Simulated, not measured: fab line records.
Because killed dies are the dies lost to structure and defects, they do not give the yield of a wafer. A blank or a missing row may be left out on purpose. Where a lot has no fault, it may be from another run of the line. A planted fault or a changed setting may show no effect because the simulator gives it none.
What tool caused it? -- flow gf180mcu -- 72 wafers from 24 lots sampled at 6 of the route's 602 steps

WHAT THE GAUGES READ, wafer by wafer
GF_V1_RS_MEAS_24: a four-point-probe measurement.
lot,measured,on,V1_W_RS (ohm/sq)
L074,day 18 08:04,filmMetro-04,0.3242 0.3277 0.3324
L075,day 18 15:53,filmMetro-01,0.3328 0.3339 0.3305
L077,day 19 02:25,filmMetro-02,0.3254 0.3300 0.3262
L076,day 19 03:13,filmMetro-04,0.3279 0.3252 0.3248
L078,day 19 21:08,filmMetro-04,0.3263 0.3239 0.3283
L079,day 19 22:56,filmMetro-02,0.3298 0.3309 0.3332
L080,day 20 07:29,filmMetro-04,0.3271 0.3313 0.3278
L081,day 20 13:29,filmMetro-04,0.3274 0.3274 0.3253
L082,day 21 00:20,filmMetro-04,0.3305 0.3321 0.3313
L083,day 21 16:02,filmMetro-02,0.3286 0.3330 0.3279
L084,day 21 18:31,filmMetro-02,0.3265 0.3284 0.3259
L085,day 21 21:01,filmMetro-02,0.3252 0.3288 0.3279
L086,day 22 11:46,filmMetro-04,0.3297 0.3280 0.3270
L087,day 22 21:12,filmMetro-04,0.3297 0.3309 0.3261
L088,day 23 02:02,filmMetro-02,0.3326 0.3282 0.3306
L089,day 23 09:34,filmMetro-04,0.3272 0.3300 0.3276
L090,day 23 15:11,filmMetro-04,0.3282 0.3269 0.3326
L091,day 24 06:00,filmMetro-04,0.3259 0.3268 0.3270
L092,day 24 15:43,filmMetro-04,0.3321 0.3302 0.3324
L093,day 24 20:47,filmMetro-02,0.3313 0.3261 0.3293
L094,day 25 14:01,filmMetro-04,0.3301 0.3303 0.3283
L096,day 26 00:28,filmMetro-04,0.3282 0.3293 0.3317
L095,day 26 03:29,filmMetro-01,0.3325 0.3314 0.3292
L097,day 26 07:59,filmMetro-01,0.3307 0.3309 0.3313

GF_V1_THK_MEAS_25: measures by xrf.
lot,measured,on,V1_W_THK (nm)
L074,day 18 08:11,filmMetro-04,362 358 352
L075,day 18 16:00,filmMetro-01,350 347 353
L077,day 19 02:32,filmMetro-02,356 351 357
L076,day 19 03:19,filmMetro-04,358 361 362
L078,day 19 21:14,filmMetro-04,361 364 356
L079,day 19 23:02,filmMetro-02,354 353 348
L080,day 20 07:36,filmMetro-04,360 355 360
L081,day 20 13:37,filmMetro-04,361 360 363
L082,day 21 00:26,filmMetro-04,356 355 354
L083,day 21 16:09,filmMetro-02,359 354 359
L084,day 21 18:37,filmMetro-02,364 359 363
L085,day 21 21:08,filmMetro-02,362 359 360
L086,day 22 11:53,filmMetro-04,355 358 359
L087,day 22 21:19,filmMetro-04,356 354 359
L088,day 23 02:08,filmMetro-02,348 352 352
L089,day 23 09:41,filmMetro-04,359 358 360
L090,day 23 15:19,filmMetro-04,360 361 353
L091,day 24 06:07,filmMetro-04,365 366 367
L092,day 24 15:49,filmMetro-04,358 361 358
L093,day 24 20:54,filmMetro-02,350 358 354
L094,day 25 14:08,filmMetro-04,364 362 364
L096,day 26 00:35,filmMetro-04,362 361 362
L095,day 26 03:37,filmMetro-01,347 354 354
L097,day 26 08:07,filmMetro-01,352 350 349

GF_M3_THK_MEAS_06: measures by xrf.
lot,measured,on,M3_ALCU_THK (nm)
L074,day 20 12:25,filmMetro-02,441 445 444
L075,day 20 19:16,filmMetro-03,448 446 446
L077,day 21 06:35,filmMetro-02,451 454 455
L076,day 21 07:13,filmMetro-02,448 446 440
L078,day 22 00:26,filmMetro-03,450 448 452
L079,day 22 02:11,filmMetro-03,457 459 451
L080,day 22 09:37,filmMetro-03,452 451 450
L081,day 22 15:02,filmMetro-03,454 453 455
L082,day 23 03:09,filmMetro-03,458 451 453
L083,day 23 17:49,filmMetro-01,448 447 447
L084,day 23 20:03,filmMetro-01,451 451 447
L085,day 23 23:22,filmMetro-03,451 450 454
L086,day 24 12:35,filmMetro-01,454 451 454
L087,day 24 22:33,filmMetro-01,448 455 455
L088,day 25 02:02,filmMetro-03,461 456 454
L089,day 25 09:58,filmMetro-01,451 451 452
L090,day 25 15:38,filmMetro-01,447 452 451
L091,day 26 06:08,filmMetro-01,452 445 448
L092,day 26 15:13,filmMetro-03,460 455 458
L093,day 26 19:52,filmMetro-01,457 454 452
L094,day 27 11:37,filmMetro-02,437 445 440
L096,day 27 22:37,filmMetro-02,450 445 444
L095,day 28 00:31,filmMetro-02,444 444 440
L097,day 28 05:29,filmMetro-03,454 451 452

GF_V4_THK_MEAS_03.
lot,measured,on,V4_CVD_02_THK (nm)
L074,day 23 13:34,filmMetro-04,850 872 869
L075,day 23 20:40,filmMetro-03,843 856 861
L077,day 24 07:31,filmMetro-03,857 846 867
L076,day 24 07:46,filmMetro-03,851 840 854
L078,day 24 23:34,filmMetro-01,844 833 856
L079,day 25 00:38,filmMetro-03,846 849 860
L080,day 25 08:05,filmMetro-01,845 860 859
L081,day 25 12:32,filmMetro-01,837 871 865
L082,day 26 01:40,filmMetro-03,841 851 853
L083,day 26 15:33,filmMetro-01,836 834 852
L084,day 26 17:58,filmMetro-01,847 853 848
L085,day 26 20:34,filmMetro-03,835 836 851
L086,day 27 09:54,filmMetro-01,850 853 866
L087,day 27 17:53,filmMetro-04,840 848 869
L088,day 27 22:07,filmMetro-03,844 849 848
L089,day 28 05:29,filmMetro-04,828 843 849
L090,day 28 09:26,filmMetro-04,849 859 866
L091,day 28 22:48,filmMetro-01,831 846 856
L092,day 29 06:44,filmMetro-04,851 848 854
L093,day 29 12:46,filmMetro-03,852 854 858
L094,day 30 02:08,filmMetro-03,836 829 840
L096,day 30 11:44,filmMetro-04,829 835 853
L095,day 30 13:29,filmMetro-03,850 848 858
L097,day 30 18:54,filmMetro-04,830 829 854

WHAT TOOL EACH LOT RAN ON (gives the tool, then ch and the chambers of the sampled wafers, and finally the start)
lot,GF_V2_CVD_02,GF_M3_SPUTTER_00
L074,"pecvd-01 ch 0,1,2, day 19 09:35","pvdSputter-02, day 20 12:04"
L075,"pecvd-02 ch 0,2, day 19 17:17","pvdSputter-01, day 20 18:55"
L077,"pecvd-01 ch 0,1, day 20 04:34","pvdSputter-01, day 21 06:14"
L076,"pecvd-03 ch 0,1, day 20 05:05","pvdSputter-04, day 21 06:52"
L078,"pecvd-02 ch 0,1,2, day 20 22:59","pvdSputter-02, day 22 00:04"
L079,"pecvd-01 ch 0,2, day 21 00:33","pvdSputter-01, day 22 01:50"
L080,"pecvd-01 ch 0,1,2, day 21 09:07","pvdSputter-04, day 22 09:17"
L081,"pecvd-03 ch 0,1,2, day 21 14:27","pvdSputter-01, day 22 14:41"
L082,"pecvd-01 ch 0,1,2, day 22 02:10","pvdSputter-02, day 23 02:47"
L083,"pecvd-02 ch 0,1,2, day 22 16:53","pvdSputter-01, day 23 17:27"
L084,"pecvd-03 ch 0,1,2, day 22 19:08","pvdSputter-04, day 23 19:41"
L085,"pecvd-02 ch 1,2, day 22 22:12","pvdSputter-02, day 23 23:02"
L086,"pecvd-03 ch 1,2, day 23 12:03","pvdSputter-01, day 24 12:14"
L087,"pecvd-03 ch 0,1, day 23 21:26","pvdSputter-02, day 24 22:13"
L088,"pecvd-02 ch 1,2, day 24 01:38","pvdSputter-02, day 25 01:41"
L089,"pecvd-01 ch 0,1,2, day 24 09:13","pvdSputter-04, day 25 09:37"
L090,"pecvd-02 ch 0,1, day 24 15:17","pvdSputter-02, day 25 15:17"
L091,"pecvd-02 ch 0,1,2, day 25 06:08","pvdSputter-04, day 26 05:47"
L092,"pecvd-01 ch 0,1,2, day 25 15:24","pvdSputter-04, day 26 14:51"
L093,"pecvd-01 ch 0,2, day 25 20:31","pvdSputter-02, day 26 19:31"
L094,"pecvd-03 ch 0,1,2, day 26 12:23","pvdSputter-04, day 27 11:17"
L096,"pecvd-02 ch 0,1, day 26 23:07","pvdSputter-01, day 27 22:17"
L095,"pecvd-01 ch 0,1, day 27 02:06","pvdSputter-01, day 28 00:11"
L097,"pecvd-01 ch 0,2, day 27 06:40","pvdSputter-04, day 28 05:09"
- GF_V2_CVD_02: deposits SiO2 from TEOS, target thk 850 nm, time 94.851 s.
- GF_M3_SPUTTER_00: material Ti, target thk 37.5 nm, time 150 s.

WHAT THE TOOLS THEMSELVES READ (means of the sampled wafers that have a number; where no wafer has one, the mark that the record gives instead)
GF_V2_CVD_02.
lot,tool,heaterPowerW (W)
L074,pecvd-01,686
L075,pecvd-02,796
L077,pecvd-01,696
L076,pecvd-03,597
L078,pecvd-02,750
L079,pecvd-01,729
L080,pecvd-01,696
L081,pecvd-03,590
L082,pecvd-01,690
L083,pecvd-02,720
L084,pecvd-03,590
L085,pecvd-02,602
L086,pecvd-03,631
L087,pecvd-03,624
L088,pecvd-02,745
L089,pecvd-01,727
L090,pecvd-02,764
L091,pecvd-02,704
L092,pecvd-01,646
L093,pecvd-01,676
L094,pecvd-03,570
L096,pecvd-02,821
L095,pecvd-01,689
L097,pecvd-01,709

GF_M3_SPUTTER_00.
lot,tool,throttleValvePct (%)
L074,pvdSputter-02,30.0
L075,pvdSputter-01,30.7
L077,pvdSputter-01,31.2
L076,pvdSputter-04,28.9
L078,pvdSputter-02,29.8
L079,pvdSputter-01,29.9
L080,pvdSputter-04,28.1
L081,pvdSputter-01,29.1
L082,pvdSputter-02,30.3
L083,pvdSputter-01,29.3
L084,pvdSputter-04,29.8
L085,pvdSputter-02,31.0
L086,pvdSputter-01,30.9
L087,pvdSputter-02,31.0
L088,pvdSputter-02,30.9
L089,pvdSputter-04,29.8
L090,pvdSputter-02,30.2
L091,pvdSputter-04,29.0
L092,pvdSputter-04,29.6
L093,pvdSputter-02,30.0
L094,pvdSputter-04,28.9
L096,pvdSputter-01,29.1
L095,pvdSputter-01,29.7
L097,pvdSputter-04,28.0

THE ANSWER, worked out from the rows above alone
Rule: what is usual is taken from the lots themselves. The widest of any qualifying gaps counts: lots, ordered by their means at a reading, are off when they make up no more than a third of the lots, leave a main group of 4 or more, and stand apart from it by 3 or more times the standard deviation of that group's means. If all means in a main group match to the digits the tables above print for the reading, that group is not used. Also off: a lot with no number at a reading for which 4 or more lots have one. The other lots that the step has rows for count as sound. Order of review: gauges by route order, followed by the tools' own readings, for which a lot's mean as printed above is used. The first step at which some lot is off is used, and at that step the reading that is off furthest; a lot without a number counts as furthest.
None of the lots is off at any reading shown; this tells nothing.

WHAT THE SIMULATOR HAD INSERTED
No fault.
